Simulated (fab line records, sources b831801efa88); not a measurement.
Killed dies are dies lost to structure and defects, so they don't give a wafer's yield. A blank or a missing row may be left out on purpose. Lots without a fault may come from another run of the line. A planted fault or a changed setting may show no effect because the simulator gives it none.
Which tool did it? | flow sky130 | 12 lots, 36 wafers sampled, at 1 step of a route of 708

WHAT THE GAUGES READ, wafer by wafer
SKY_FIELD_ISO_CD_MEAS_13: target cd 150 nm.
lot  | measured    | on        | cd_nm (nm)
L075 | day 2 10:49 | cd_sem-02 | 151.0 151.6 151.0
L077 | day 2 22:15 | cd_sem-02 | 149.3 149.4 148.4
L079 | day 3 07:41 | cd_sem-02 | 149.6 151.0 150.2
L081 | day 3 18:22 | cd_sem-01 | 150.4 149.0 149.5
L083 | day 4 03:11 | cd_sem-02 | 148.3 150.4 149.1
L085 | day 4 13:49 | cd_sem-01 | 150.9 150.5 151.9
L087 | day 4 23:55 | cd_sem-02 | 150.5 150.5 150.5
L089 | day 5 11:34 | cd_sem-01 | 149.0 150.6 149.7
L091 | day 5 21:08 | cd_sem-01 | 150.4 149.4 148.2
L093 | day 6 08:38 | cd_sem-02 | 148.1 150.0 148.8
L095 | day 6 18:34 | cd_sem-01 | 150.0 149.8 149.1
L097 | day 7 05:42 | cd_sem-01 | 149.4 150.7 151.1

WHICH TOOL RAN EACH LOT (tool, then ch and the chambers of the sampled wafers, then the start)
The record holds no process step before these readings.

THE ANSWER, worked out from the rows above alone
Rule: what is usual is taken from the lots themselves. Put in order of their means at a reading, lots are off if they are a third of the lots or fewer, leave a main group of 4 or more, and stand apart from it by a gap of 3 or more times the standard deviation of the main group's means; of several such gaps the widest counts. A main group whose means are all the same, to the digits that the tables above print for the reading, isn't used. A lot without any number at a reading at which 4 lots or more have one is off too. The other lots that the step has rows for count as sound.
No lot is off at any reading shown: from this, nothing can be told.

WHAT THE SIMULATOR HAD PUT IN
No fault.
